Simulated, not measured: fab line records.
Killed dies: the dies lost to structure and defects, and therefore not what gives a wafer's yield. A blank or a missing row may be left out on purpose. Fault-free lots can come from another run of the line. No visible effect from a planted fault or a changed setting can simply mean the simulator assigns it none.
Which tool is to blame? -- flow sfq line -- 14 lots with 42 wafers sampled at 4 steps, on a route of 325 steps

WHAT THE GAUGES SHOWED, per wafer
Not one reading of a measure or inspect step in the record can be checked against a usual standard deviation.

EACH LOT AND THE TOOL THAT RAN IT (in order: tool; ch and the chambers of the sampled wafers; start)
lot,SFQ_TRILAYER_JJ_TRILAYER_DEP_SPUTTER_110,SFQ_TRILAYER_R5_DEP_SPUTTER_133,SFQ_TRILAYER_I5_LITHO_DEVELOP_146,SFQ_TRILAYER_I6_DEP_PECVD_165
L197,"pvd sputter-05, day 50 02:10","pvd sputter-03, day 57 02:16","litho track-04 ch 0, day 67 06:35","pecvd-04 ch 0,1, day 73 02:26"
L198,"pvd sputter-04, day 50 03:22","pvd sputter-04, day 57 05:29","litho track-03 ch 0, day 67 12:35","pecvd-01 ch 1,2, day 73 07:14"
L199,"pvd sputter-06, day 51 12:19","pvd sputter-03, day 57 13:53","litho track-04 ch 0, day 68 00:44","pecvd-03 ch 0,2, day 73 14:26"
L202,"pvd sputter-06, day 52 15:16","pvd sputter-04, day 58 17:02","litho track-01 ch 0, day 69 07:53","pecvd-04 ch 0,2, day 74 18:02"
L204,"pvd sputter-05, day 59 06:01","pvd sputter-04, day 60 01:35","litho track-04, day 70 07:05","pecvd-03 ch 0,1, day 76 01:15"
L205,"pvd sputter-05, day 59 10:29","pvd sputter-03, day 60 04:35","litho track-04, day 70 09:33","pecvd-04 ch 0,1,2, day 76 03:31"
L206,"pvd sputter-04, day 59 12:53","pvd sputter-04, day 60 10:35","litho track-01 ch 0, day 70 19:05","pecvd-01 ch 0,1, day 76 05:35"
L212,"pvd sputter-05, day 66 00:37","pvd sputter-03, day 66 17:20","litho track-03 ch 0, day 72 09:34","pecvd-04 ch 0,1, day 81 17:17"
L211,"pvd sputter-04, day 66 05:35","pvd sputter-04, day 66 21:38","litho track-04 ch 0, day 72 14:26","pecvd-01 ch 0,1,2, day 81 19:44"
L215,"pvd sputter-04, day 67 16:13","pvd sputter-04, day 69 01:54","litho track-01 ch 0, day 74 10:53","pecvd-04 ch 0,1, day 83 01:41"
L216,"pvd sputter-04, day 68 12:42","pvd sputter-04, day 69 16:38","litho track-04 ch 0, day 75 03:41","pecvd-04 ch 0,2, day 83 14:41"
L217,"pvd sputter-05, day 68 23:30","pvd sputter-04, day 70 01:38","litho track-01 ch 0, day 75 13:59","pecvd-01 ch 1,2, day 83 17:05"
L218,"pvd sputter-06, day 69 13:18","pvd sputter-04, day 75 06:49","litho track-03 ch 0, day 75 18:22","pecvd-03 ch 0,1, day 83 19:29"
L219,"pvd sputter-05, day 69 16:54","pvd sputter-05, day 75 18:38","litho track-04 ch 0, day 79 22:09","pecvd-03 ch 0,1,2, day 84 08:51"
- SFQ_TRILAYER_JJ_TRILAYER_DEP_SPUTTER_110: material Al, target thk 8 nm, time 10 s.
- SFQ_TRILAYER_R5_DEP_SPUTTER_133: material MoNx, target thk 40 nm, time 66.7 s.
- SFQ_TRILAYER_I5_LITHO_DEVELOP_146: time 60 s.
- SFQ_TRILAYER_I6_DEP_PECVD_165: deposits SiO2 from SiH4/N2O, time 111.11 s, target thk 500 nm.

WHAT THE TOOLS THEMSELVES READ (means of the sampled wafers that have a number; where no wafer has one, the mark that the record gives instead)
SFQ_TRILAYER_JJ_TRILAYER_DEP_SPUTTER_110. Usual: base pressure pa 1.33e-06 Pa, standard deviation 8.5e-08; throttle valve pct 29.8 %, standard deviation 1.1.
lot,tool,base pressure pa (Pa),throttle valve pct (%),flag
L197,pvd sputter-05,1.36e-06,29.0,
L198,pvd sputter-04,1.41e-06,29.8,
L199,pvd sputter-06,1.28e-06,30.2,
L202,pvd sputter-06,1.35e-06,30.0,
L204,pvd sputter-05,1.29e-06,28.8,
L205,pvd sputter-05,1.27e-06,30.2,
L206,pvd sputter-04,1.33e-06,30.1,
L212,pvd sputter-05,1.34e-06,29.4,
L211,pvd sputter-04,1.29e-06,29.9,
L215,pvd sputter-04,1.36e-06,30.2,
L216,pvd sputter-04,1.39e-06,29.7,
L217,pvd sputter-05,1.35e-06,30.7,
L218,pvd sputter-06,1.38e-06,30.9,
L219,pvd sputter-05,1.37e-06,30.8,

SFQ_TRILAYER_R5_DEP_SPUTTER_133. Usual: base pressure pa 1.32e-06 Pa, standard deviation 9.3e-08; throttle valve pct 29.7 %, standard deviation 0.75.
lot,tool,base pressure pa (Pa),throttle valve pct (%),flag
L197,pvd sputter-03,1.28e-06,30.0,
L198,pvd sputter-04,1.33e-06,30.1,
L199,pvd sputter-03,1.23e-06,29.9,
L202,pvd sputter-04,1.28e-06,30.0,
L204,pvd sputter-04,1.29e-06,29.4,
L205,pvd sputter-03,1.20e-06,29.9,
L206,pvd sputter-04,1.36e-06,30.3,
L212,pvd sputter-03,1.31e-06,29.6,
L211,pvd sputter-04,1.32e-06,29.3,
L215,pvd sputter-04,1.33e-06,29.0,
L216,pvd sputter-04,1.31e-06,29.5,
L217,pvd sputter-04,1.29e-06,30.3,
L218,pvd sputter-04,1.31e-06,29.5,
L219,pvd sputter-05,1.38e-06,29.4,

SFQ_TRILAYER_I5_LITHO_DEVELOP_146. Usual: chill plate temp C 23.00 C, standard deviation 0.11; exhaust pa 45.2 Pa, standard deviation 0.87.
lot,tool,chill plate temp C (C),exhaust pa (Pa),flag
L197,litho track-04,23.02,46.2,
L198,litho track-03,23.12,44.9,
L199,litho track-04,23.07,45.7,
L202,litho track-01,22.94,45.3,
L204,litho track-04,-,-,OFF
L205,litho track-04,-,-,OFF
L206,litho track-01,22.90,45.0,
L212,litho track-03,22.93,44.8,
L211,litho track-04,23.02,45.5,
L215,litho track-01,23.00,46.0,
L216,litho track-04,23.02,45.5,
L217,litho track-01,23.11,45.6,
L218,litho track-03,22.98,45.3,
L219,litho track-04,22.85,45.6,

SFQ_TRILAYER_I6_DEP_PECVD_165. Usual: chamber pressure Torr 2.400 Torr, standard deviation 0.0053; heater power w 90 W, standard deviation 18; throttle valve pct 24.5 %, standard deviation 1.6.
lot,tool,chamber pressure Torr (Torr),heater power w (W),throttle valve pct (%),flag
L197,pecvd-04,2.398,109,25.5,
L198,pecvd-01,2.402,85,23.4,
L199,pecvd-03,2.400,72,22.2,
L202,pecvd-04,2.401,85,25.8,
L204,pecvd-03,2.400,84,22.9,
L205,pecvd-04,2.406,99,25.7,
L206,pecvd-01,2.398,87,25.5,
L212,pecvd-04,2.397,88,26.0,
L211,pecvd-01,2.400,83,24.8,
L215,pecvd-04,2.400,95,26.0,
L216,pecvd-04,2.398,84,26.2,
L217,pecvd-01,2.402,87,23.6,
L218,pecvd-03,2.396,87,23.4,
L219,pecvd-03,2.401,90,22.9,

THE ANSWER, worked out from the rows above alone
Rule: a lot is off if the mean of its wafers that have a number lies more than 3 standard deviations from the usual mean. Also off: a lot with no number at a reading for which 4 or more lots have one. Any other lot the step has rows for is counted as sound. After the gauges, taken in route order, come the tools' own readings; for these a lot's mean is taken, as printed above. At the first step where some lot is off, the reading lying furthest off is the one used; lots without a number count as furthest.
Off: L204, L205, at SFQ_TRILAYER_I5_LITHO_DEVELOP_146 (chill plate temp C). Without a number there: L204, L205.
If a tool, at that step or one of the process steps before it, ran each lot that is off and ran no sound lot following the first of them, it fits. None of those tried fits.

WHAT THE SIMULATOR PUT IN
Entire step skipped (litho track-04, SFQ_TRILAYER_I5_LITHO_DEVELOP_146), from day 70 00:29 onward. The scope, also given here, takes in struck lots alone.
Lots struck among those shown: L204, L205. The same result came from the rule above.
